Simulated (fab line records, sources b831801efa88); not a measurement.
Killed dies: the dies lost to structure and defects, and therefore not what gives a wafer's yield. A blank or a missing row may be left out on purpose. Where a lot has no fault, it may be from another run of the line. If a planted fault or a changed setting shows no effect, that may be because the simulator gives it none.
A lot that was struck, set against a sound lot :: flow sky130 :: 17 out of 708 route steps
Sound: these wafers, L777.4, L777.5, L777.6. Wafers struck: L786.1, L786.2, L786.6. Last of all comes the cause.
For every step that has rows: the tool of each side, followed by ch and its chambers, followed by its first start. Under that, the readings that differ: sound wafers :: struck wafers :: difference of the means :: sigmas: that difference in standard deviations of wafers without a fault.
alike: readings with means less than 2 such deviations apart, plus words and numbers identical on both sides. not compared: withheld readings, readings lacking a value on some wafer, bounds such as >300 that could conceal the same value, and numbers that have no deviation in the record and whose values overlap.
A row with sigmas, a row that says differs or no value, or rows on one side alone: a step with any of these is where the two part. Non-overlapping numbers with no deviation appear without sigmas and do not part them. Lack of a reading on every wafer of one side parts them only where that side has two or more wafers.

first, 1 step without rows for these wafers: SKY_VT_ADJUST_LVTN_IMPLANT_19.
SKY_VT_ADJUST_LVTN_STRIP_20: strips in O2/N2.
  sound on plasma-asher-01 ch 0,1, day 9 21:22; struck on plasma-asher-01 ch 0,1, day 12 06:45
  alike: drypump-motor-current-A, oes-product-au, strip-time-to-endpoint-s
  not compared: rf-hours-counter-h
SKY_VT_ADJUST_LVTN_TW_MEAS_21:
  sound: film-metro-02 at day 9 21:28; struck: film-metro-03 at day 12 06:51
  alike: VT_ADJUST_LVTN_2_TW
then, 7 steps without rows for these wafers: SKY_VT_ADJUST_NCORE_DEHYDRATE_00 (time 60 s); SKY_VT_ADJUST_NCORE_HMDS_01 (prime time 60 s); SKY_VT_ADJUST_NCORE_COAT_02 (resist thk 1140 nm); SKY_VT_ADJUST_NCORE_SOFTBAKE_03 (time 60 s); SKY_VT_ADJUST_NCORE_EXPOSE_04 (exposes mask LVTN COMPLEMENT THIN, target cd 380 nm); SKY_VT_ADJUST_NCORE_PEB_05; SKY_VT_ADJUST_NCORE_DEVELOP_06 (develop time 60 s).
SKY_VT_ADJUST_NCORE_CD_MEAS_07: the cd target is 380 nm.
  sound: cd-sem-01 at day 10 20:09; struck: cd-sem-01 at day 13 07:44
  alike: cd-nm
SKY_VT_ADJUST_NCORE_OVL_MEAS_08:
  sound: overlay-02 at day 10 20:14; struck: overlay-01 at day 13 07:52
  alike: VT_ADJUST_NCORE_OVL
SKY_VT_ADJUST_NCORE_IMPLANT_09:
  sound on implanter-04 ch 0, day 10 20:19; struck on implanter-02 ch 0, day 13 07:54
reading: beam-energy-keV
sound: 9.9974 10.003 10.000
struck: 13.476 13.480 13.480
difference: +3.479
sigmas: +99 or more

reading: model.implant.rp-nm (nm)
sound: 32.64 32.64 32.64
struck: 43.77 43.77 43.77
difference: +11.13
sigmas: 

reading: model.implant.drp-nm (nm)
sound: 17.11 17.11 17.11
struck: 21.24 21.24 21.24
difference: +4.13
sigmas: 
  alike: faraday-current-uA
SKY_VT_ADJUST_NCORE_STRIP_10: strips in O2/N2.
  sound on plasma-asher-02 ch 0,1, day 10 20:26; struck on plasma-asher-02 ch 0,1, day 13 08:03
  alike: drypump-motor-current-A, oes-product-au, strip-time-to-endpoint-s
  not compared: rf-hours-counter-h
SKY_VT_ADJUST_NCORE_TW_MEAS_11:
  sound: film-metro-01 at day 10 20:32; struck: film-metro-04 at day 13 08:14
reading: VT_ADJUST_NCORE_TW
sound: 218.3 218.3 218.6
struck: 232.4 233.0 232.6
difference: +14.3
sigmas: +8
then, 1 step without rows for these wafers: SKY_VT_ADJUST_HVTR_DEHYDRATE_00 (time 60 s).
-- here the record skips 37 days between the struck wafers' starts before and after, leaving off in module VT_ADJUST_HVTR and picking up in module PAD_OPEN (first step shown: number 708 of the route) --
SKY_PAD_OPEN_PROBE_99:
  sound: prober-01 at day 48 10:59; struck: prober-01 at day 50 08:11
reading: model.etest.nfet_16v.r-on-ohm-um
sound: 1.392e+04 1.402e+04 1.386e+04
struck: 1.457e+04 1.455e+04 1.472e+04
difference: +6.800e+02
sigmas: 

reading: model.etest.res-pwell-under-gate.rs-ohm-sq
sound: 2280 2302 2285
struck: 2274 2257 2253
difference: -28
sigmas: 

reading: model.etest.pfet_16v.drive-ua-um
sound: 248.6 242.9 244.4
struck: 255.7 256.8 253
difference: +9.9
sigmas: 

reading: model.etest.pfet-g5v0d10v5.off-log10-a-um
sound: -12.83 -12.51 -12.6
struck: -11.66 -11.7 -11.64
difference: +0.98
sigmas: 

reading: model.etest.pfet-g5v0d10v5.vt-sat-v (V)
sound: -0.6406 -0.6484 -0.6057
struck: -0.5579 -0.5808 -0.5549
difference: +0.0670
sigmas: 

reading: model.etest.pfet_16v.vt-v (V)
sound: -1.093 -1.096 -1.091
struck: -1.037 -1.038 -1.037
difference: +0.056
sigmas: 

reading: model.etest.pfet-g5v0d10v5.vt-long-v (V)
sound: -0.9269 -0.9239 -0.9173
struck: -0.8885 -0.8856 -0.8882
difference: +0.0353
sigmas: 
  alike: killed_at_M0_to_M3, killed_at_M4_up, killed-at-contacts, killed-at-front-end, killed-at-other, killed-dies, killed-open, killed-short
  not compared: model.etest.pfet-g5v0d10v5.vt-v

## WHERE THEY PART
Last at SKY_VT_ADJUST_NCORE_TW_MEAS_11 as far as this record goes, first at SKY_VT_ADJUST_NCORE_IMPLANT_09. Later steps at which nothing parts them and some readings are alike: SKY_PAD_OPEN_PROBE_99.

WHY: what the simulator had put in
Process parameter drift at SKY_VT_ADJUST_NCORE_IMPLANT_09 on implanter-02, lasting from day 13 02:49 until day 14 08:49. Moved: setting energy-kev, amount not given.
